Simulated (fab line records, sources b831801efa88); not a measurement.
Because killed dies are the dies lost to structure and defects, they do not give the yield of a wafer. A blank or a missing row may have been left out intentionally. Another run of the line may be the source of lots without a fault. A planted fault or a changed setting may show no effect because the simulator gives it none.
fab line records	flow gf180mcu
record: lots: 7	wafers: 21	lastDay: 34
route steps=602 shown M2@370 V2@382
lots that met no fault: from a run of the same line without faults
startH: the number of hours between the record's first day and the start of the first shown wafer of the lot	waitH: hours from the lot's prior step to this one	" the same as in the row above	L1.1+2: a single row standing in for several wafers	- no value, or no start given	* or withheld: withheld	< > ~ a bound
route shown NAME@n: a module of which the file shows steps, and the number in the route of the first	usual: mean and standard deviation over wafers with no fault	same: alike in all rows	chamber/n: place in a boat	sites: each site's reading	_std_site: standard deviation of those values	_edge_site: mean of outer sites minus mean of inner sites	radiusMm: for every site, how far away it sits from the centre of the wafer	mask NAME#n: copy n	behind: tool/chamber where the wafer was last shaped	hold: reason for holding the lot/hours on hold/outcome of the hold	device: transistor that didn't switch, given as n, p or np	end of line: tests run on the same wafers once the route is complete	where a step has no rows: the recipe by itself	killed: not the wafer's yield, but the dies lost to structure and defects at the first sort	map: a wafer's dies, marking killed ones x, the rest . and places with no die _
set.NAME: the setting as run; set.NAME@STEP: as run at that earlier step	model.NAME: the simulator's own value behind a step, which no gauge read
a table for each step, a row for each wafer; lots at some steps of the route
services: the hour from which a tool's chamber was out of use, counted from the record's first day as startH (under 0 if before that day), plus the number of hours and why
== steps ==
step: GF_M2_HMDS_08
recipe: primeTimeS: 60	primeTempC: 120
step: GF_M2_COAT_09
recipe: resist: KrF	spinRpm: withheld	resistThkNm: 1000
step: GF_M2_SOFTBAKE_10
recipe: tempC: 130	timeS: 60	resist: KrF
step: GF_M2_EXPOSE_11
recipe: maskId: Metal2	targetCdNm: 280	na: 0.68	sourceShape: conventional	sigmaOuter: 0.6	doseMj: 28
step: GF_M2_PEB_12
recipe: pebTempC: 135	pebTimeS: 92.16	resist: KrF
usual: plateSensorTCentreC: 136.13/0.011	plateSensorTEdgeC: 136.29/0.0093	resistLineTempC: 22.97/0.13
lot.wafer	tool	chamber	startH	waitH	plateSensorTCentreC	plateSensorTEdgeC	resistLineTempC
L816.2	lithoTrack-04	0	-	-	136.13	136.3	23.13
L816.4	"	0	"	"	136.14	136.3	23.08
L816.6	"	0	"	"	136.14	136.3	23.03
L817.1	lithoTrack-04	0	-	-	136.14	136.28	22.90
L817.3	"	0	"	"	136.14	136.29	22.88
L817.5	"	0	"	"	136.14	136.29	22.74
L820.1	lithoTrack-04	0	-	-	136.13	136.31	23.14
L820.2	"	0	"	"	136.13	136.29	23.09
L820.3	"	0	"	"	136.14	136.31	23.06
L827.2	lithoTrack-03	0	-	-	136.12	136.27	22.92
L827.3	"	0	"	"	136.11	136.29	23.04
L827.6	"	0	"	"	136.13	136.29	22.94
L835.2	lithoTrack-04	0	-	-	136.11	136.3	22.93
L835.3	"	0	"	"	136.13	136.31	22.82
L835.5	"	0	"	"	136.13	136.29	23.03
L836.1	lithoTrack-03	0	-	-	136.13	136.3	22.90
L836.3	"	0	"	"	136.15	136.31	22.81
L836.6	"	0	"	"	136.13	136.3	22.87
L837.3	lithoTrack-03	0	-	-	136.12	136.28	22.96
L837.4	"	0	"	"	136.13	136.3	22.99
L837.6	"	0	"	"	136.13	136.29	22.93
step: GF_M2_DEVELOP_13
recipe: developTimeS: 60	devTempC: 21
step: GF_M2_CD_MEAS_14
recipe: targetCdNm: 280
usual: cdNm: 279.9/1.3
lot.wafer	tool	chamber	startH	waitH	cdNm
L816.2	cdSem-02	-	435.10	0.1	281.1
L816.4	"	-	"	"	281.1
L816.6	"	-	"	"	278.6
L817.1	cdSem-02	-	443.73	0.1	281.1
L817.3	"	-	"	"	281.9
L817.5	"	-	"	"	281.8
L820.1	cdSem-01	-	474.63	0.1	278.6
L820.2	"	-	"	"	278.7
L820.3	"	-	"	"	278.8
L827.2	cdSem-01	-	543.38	0.1	280.3
L827.3	"	-	"	"	279.1
L827.6	"	-	"	"	279.2
L835.2	cdSem-01	-	601.04	0.1	281.5
L835.3	"	-	"	"	281.7
L835.5	"	-	"	"	281.4
L836.1	cdSem-02	-	609.96	0.1	280.1
L836.3	"	-	"	"	279.6
L836.6	"	-	"	"	280.8
L837.3	cdSem-01	-	615.95	0.1	281.0
L837.4	"	-	"	"	280.5
L837.6	"	-	"	"	280.5
step: GF_M2_OVL_MEAS_15
usual: M2_OVL: 5/5.4
lot.wafer	tool	chamber	startH	waitH	M2_OVL[nm]
L816.2	overlay-01	-	435.20	0.1	14
L816.4	"	-	"	"	7
L816.6	"	-	"	"	16
L817.1	overlay-01	-	443.85	0.1	0
L817.3	"	-	"	"	4
L817.5	"	-	"	"	0
L820.1	overlay-02	-	474.75	0.1	8
L820.2	"	-	"	"	8
L820.3	"	-	"	"	9
L827.2	overlay-02	-	543.48	0.1	5
L827.3	"	-	"	"	1
L827.6	"	-	"	"	7
L835.2	overlay-01	-	601.15	0.1	3
L835.3	"	-	"	"	-5
L835.5	"	-	"	"	-5
L836.1	overlay-02	-	610.08	0.1	0
L836.3	"	-	"	"	4
L836.6	"	-	"	"	5
L837.3	overlay-02	-	616.04	0.1	4
L837.4	"	-	"	"	7
L837.6	"	-	"	"	5
step: GF_M2_METAL_ETCH_16
recipe: chemistry: Cl2/BCl3	maskMaterial: KrF	targetDepthNm: 627.5	stopOn: SiO2	pressureMtorr: 8	icpW: 800	biasW: 140	Cl2_flow_sccm: 80	bcl3FlowSccm: 40	timeS: 104.6
usual: drypumpMotorCurrentA: 5.9/0.49	oesProductAu: 0.972/0.0064	throttleValvePct: 28.251/0.01
same: timeS: 104.6
lot.wafer	tool	chamber	startH	waitH	drypumpMotorCurrentA	oesProductAu	rfHoursCounterH	throttleValvePct
L816.2	rieMetal-01	1	435.27	0.1	6.1	0.977	-	28.255
L816.4	"	1	"	"	6.0	0.981	-	28.246
L816.6	"	1	"	"	6.1	0.975	-	28.251
L817.1	rieMetal-01	1	443.88	0.0	6.1	0.972	8.9	28.239
L817.3	"	1	"	"	6.1	0.966	-	28.263
L817.5	"	1	"	"	6.1	0.972	-	28.250
L820.1	rieMetal-01	1	474.78	0.0	6.1	0.983	9.8	28.256
L820.2	"	0	"	"	5.7	0.976	0.6	28.242
L820.3	"	1	"	"	6.1	0.967	-	28.250
L827.2	rieMetal-03	1	543.51	0.0	5.3	0.973	8.3	28.259
L827.3	"	1	"	"	5.3	0.978	-	28.261
L827.6	"	1	"	"	5.3	0.975	-	28.212
L835.2	rieMetal-02	1	601.18	0.0	5.2	0.968	10.3	28.254
L835.3	"	1	"	"	5.3	0.968	-	28.248
L835.5	"	1	"	"	5.2	0.977	-	28.250
L836.1	rieMetal-02	1	610.11	0.0	5.2	0.970	10.6	28.248
L836.3	"	0	"	"	6.4	0.981	-	28.258
L836.6	"	1	"	"	5.2	0.977	-	28.247
L837.3	rieMetal-02	0	616.10	0.1	6.3	0.961	-	28.263
L837.4	"	1	"	"	5.2	0.980	-	28.253
L837.6	"	0	"	"	6.3	0.967	-	28.243
step: GF_M2_STRIP_17
recipe: chemistry: O2/N2	powerW: 1400	pressureMtorr: 1500	platenTempC: 250	o2FlowSccm: 3000	n2FlowSccm: 300	overashFraction: 0.5
usual: drypumpMotorCurrentA: 5.9/0.35	heaterPowerW: 345/47	oesProductAu: 0.556/0.005	platenTempC: 249.96/0.16	stripTimeToEndpointS: 7.84/0.049
lot.wafer	tool	chamber	startH	waitH	drypumpMotorCurrentA	heaterPowerW	oesProductAu	platenTempC	rfHoursCounterH	stripTimeToEndpointS
L816.2	plasmaAsher-02	0	435.46	0.1	6.3	385	0.563	249.70	80	7.88
L816.4	"	0	"	"	6.3	400	0.563	249.85	-	7.93
L816.6	"	0	"	"	6.3	390	0.559	249.99	-	7.88
L817.1	plasmaAsher-04	0	444.11	0.2	5.2	268	0.563	250.26	34	7.81
L817.3	"	0	"	"	5.2	279	0.561	249.91	-	7.82
L817.5	"	1	"	"	6.1	337	0.555	250.09	-	7.82
L820.1	plasmaAsher-04	0	474.89	0.1	5.2	267	0.555	250.10	37	7.84
L820.2	"	1	"	"	6.1	331	0.557	249.98	37	7.88
L820.3	"	0	"	"	5.2	277	0.550	250.14	-	7.87
L827.2	plasmaAsher-03	0	543.63	0.1	5.9	410	0.551	250.26	75	7.77
L827.3	"	1	"	"	5.9	358	0.556	249.97	-	7.76
L827.6	"	0	"	"	6.0	404	0.551	249.99	-	7.73
L835.2	plasmaAsher-03	0	601.29	0.1	6.0	407	0.562	250.03	80	7.82
L835.3	"	0	"	"	6.0	403	0.559	250.17	-	7.82
L835.5	"	0	"	"	6.0	402	0.556	249.92	-	7.82
L836.1	plasmaAsher-02	0	610.23	0.1	6.4	401	0.559	249.74	99	7.79
L836.3	"	1	"	"	5.8	352	0.557	249.92	-	7.83
L836.6	"	1	"	"	5.9	358	0.557	250.00	-	7.78
L837.3	plasmaAsher-03	1	616.21	0.1	6.0	352	0.557	249.82	-	7.88
L837.4	"	0	"	"	6.0	408	0.561	249.89	-	7.85
L837.6	"	1	"	"	5.9	350	0.559	250.13	-	7.88
step: GF_M2_STRIP_18
recipe: chemistry: postEtchResidueRemover	timeS: 1200	tempC: 72.5
step: GF_M2_CLEAN_19
recipe: chemistry: DIW	dry: n2Spin
step: GF_V2_CVD_00
recipe: material: SiO2	targetThkNm: 600	sigmaOpenFrac: 0.3	tempC: 400	timeS: 100	sih4FlowSccm: 60	pressureMtorr: 6
usual: pressureMtorr: 5.999/0.012	runLengthS: 128.0/0.65	sih4FlowSccm: 59.99/0.19	timeS: 100/0
lot.wafer	tool	chamber	startH	waitH	pressureMtorr	runLengthS	sih4FlowSccm	timeS
L816.2	hdpcvd-01	1	436.05	0.0	5.979	127.3	59.78	100
L816.4	"	2	"	"	5.985	127.5	60.25	100
L816.6	"	1	"	"	5.994	127.1	59.92	100
L817.1	hdpcvd-02	2	444.69	0.0	6.000	128.5	59.95	100
L817.3	"	1	"	"	5.993	129.0	60.19	100
L817.5	"	1	"	"	5.993	128.9	60.57	100
L820.1	hdpcvd-01	1	475.43	0.0	6.003	127.4	60.14	100
L820.2	"	0	"	"	5.986	128.3	59.79	100
L820.3	"	2	"	"	5.985	128.2	60.07	100
L827.2	hdpcvd-01	1	544.16	0.0	5.994	127.5	60.20	100
L827.3	"	0	"	"	5.996	128.1	59.99	100
L827.6	"	1	"	"	5.999	126.8	60.06	100
L835.2	hdpcvd-01	1	601.83	0.0	-	-	-	-
L835.3	"	0	"	"	-	-	-	-
L835.5	"	1	"	"	-	-	-	-
L836.1	hdpcvd-01	0	610.79	0.0	-	-	-	-
L836.3	"	2	"	"	-	-	-	-
L836.6	"	1	"	"	-	-	-	-
L837.3	hdpcvd-01	0	616.71	0.0	-	-	-	-
L837.4	"	1	"	"	-	-	-	-
L837.6	"	2	"	"	-	-	-	-
step: GF_V2_CVD_02
recipe: material: SiO2	targetThkNm: 850	precursor: TEOS	tempC: 400	timeS: 94.851	rfW: 600
usual: heaterPowerOuterW: 423/81	heaterPowerW: 692/120
same: timeS: 94.851
lot.wafer	tool	chamber	startH	waitH	heaterPowerOuterW	heaterPowerW
L816.2	pecvd-01	2	436.19	0.0	564	935
L816.4	"	2	"	"	612	982
L816.6	"	1	"	"	362	627
L817.1	pecvd-01	1	444.82	0.1	335	589
L817.3	"	2	"	"	506	865
L817.5	"	0	"	"	310	541
L820.1	pecvd-03	1	475.56	0.1	376	674
L820.2	"	0	"	"	365	615
L820.3	"	2	"	"	454	770
L827.2	pecvd-01	0	544.29	0.0	383	630
L827.3	"	1	"	"	381	634
L827.6	"	2	"	"	548	911
L835.2	pecvd-01	0	601.96	0.0	357	604
L835.3	"	2	"	"	543	897
L835.5	"	2	"	"	584	949
L836.1	pecvd-04	2	610.92	0.1	410	703
L836.3	"	1	"	"	422	637
L836.6	"	1	"	"	318	507
L837.3	pecvd-04	2	616.84	0.0	443	723
L837.4	"	1	"	"	318	513
L837.6	"	0	"	"	489	726
step: GF_V2_CMP_04
recipe: material: SiO2	downForcePsi: 4	platenRpm: 60	padVelocityMS: 0.94248
usual: motorCurrentA: 12.2/1.6
lot.wafer	tool	chamber	startH	waitH	motorCurrentA
L816.4	cmp-02	0	436.42	0.1	14.6
L816.2	"	1	"	"	12.9
L816.6	"	2	"	"	11.7
L817.1	cmp-01	2	445.00	0.1	13.3
L817.3	"	0	"	"	11.4
L817.5	"	2	"	"	12.9
L820.2	cmp-02	0	475.69	0.0	14.3
L820.1	"	1	"	"	13.3
L820.3	"	2	"	"	11.4
L827.2	cmp-02	1	544.42	0.0	12.8
L827.3	"	2	"	"	11.3
L827.6	"	1	"	"	13.2
L835.3	cmp-01	2	602.19	0.1	12.1
L835.2	"	3	"	"	12.1
L835.5	"	1	"	"	13.6
L836.3	cmp-01	0	611.05	0.0	11.4
L836.1	"	3	"	"	11.4
L836.6	"	1	"	"	14.4
L837.4	cmp-01	3	617.02	0.1	12.7
L837.3	"	0	"	"	11.5
L837.6	"	3	"	"	12.4
step: GF_V2_BOW_MEAS_05
recipe: mode: bow
usual: V2_BOW: 102/8.1
lot.wafer	tool	chamber	startH	waitH	V2_BOW[um]
L816.2	filmMetro-04	-	436.64	0.1	84
L816.4	"	-	"	"	102
L816.6	"	-	"	"	98
L817.1	filmMetro-01	-	445.25	0.2	90
L817.3	"	-	"	"	110
L817.5	"	-	"	"	115
L820.1	filmMetro-03	-	475.99	0.2	110
L820.2	"	-	"	"	102
L820.3	"	-	"	"	106
L827.2	filmMetro-03	-	544.74	0.3	84
L827.3	"	-	"	"	97
L827.6	"	-	"	"	89
L835.2	filmMetro-04	-	602.41	0.1	89
L835.3	"	-	"	"	78
L835.5	"	-	"	"	77
L836.1	filmMetro-01	-	611.35	0.1	73
L836.3	"	-	"	"	69
L836.6	"	-	"	"	66
L837.3	filmMetro-01	-	617.31	0.2	66
L837.4	"	-	"	"	61
L837.6	"	-	"	"	73
step: GF_V2_DEHYDRATE_06
recipe: tempC: 200	timeS: 60
== services ==
tool	chamber	startH	hours	kind
rieMetal-01	-	415.75	0.6	repair
hdpcvd-01	0	419.48	12.2	repair
cmp-01	-	421.72	0.9	repair
rieMetal-01	0	426.17	-	clean
plasmaAsher-02	-	431.01	1.9	repair
rieMetal-02	-	433.14	16.5	repair
cmp-02	-	437.26	1.7	repair
cmp-02	-	439.69	7.2	pm
cmp-02	-	448.17	1.9	repair
cmp-02	-	464.65	2.1	repair
rieMetal-02	1	501.18	16.2	repair
cmp-02	-	516.58	1.9	repair
plasmaAsher-03	-	517.23	3.2	repair
cmp-02	-	533.45	1.0	repair
hdpcvd-02	-	539.25	15.0	pm
rieMetal-01	1	560.90	2.0	repair
cmp-01	-	572.00	4.0	pm
hdpcvd-01	1	572.88	10.5	repair
plasmaAsher-03	-	575.76	4.8	repair
cmp-01	-	576.00	-	consumableReplace:conditioner
cmp-01	-	576.00	-	consumableReplace:pad
pecvd-04	-	591.12	14.0	pm
plasmaAsher-03	-	595.35	0.8	repair
pecvd-03	0	599.84	3.4	repair
== key ==
firstSign: step: GF_V2_CVD_00	reading: toolRecord	direction: missing
effect: step: GF_V2_BOW_MEAS_05	reading: V2_BOW	direction: down	sigmas: 3.6	usual: 102	struck: 72
metAt GF_V2_CVD_00
struckWafers L835.2,L835.3,L835.5,L836.1,L836.3,L836.6,L837.3,L837.4,L837.6
laterRowsLeftOut L835.2,L835.3,L835.5,L836.1,L836.3,L836.6,L837.3,L837.4,L837.6
sortLeftOut L835.2,L835.3,L835.5,L836.1,L836.3,L836.6,L837.3,L837.4,L837.6
onsetBetween 544.16 601.83
fault: kind: skippedStepWhole	tool: hdpcvd-01	chamber: -	onsetH: 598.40	steps: GF_V2_CVD_00	scope: struckLotsOnly
sortLeftOut: the simulated sort isn't trusted on such a fault, so these wafers' sort isn't shown, and their yield isn't known
laterRowsLeftOut: the simulator's readings of these wafers behind a module that went badly wrong aren't trusted and aren't shown, but for the sort
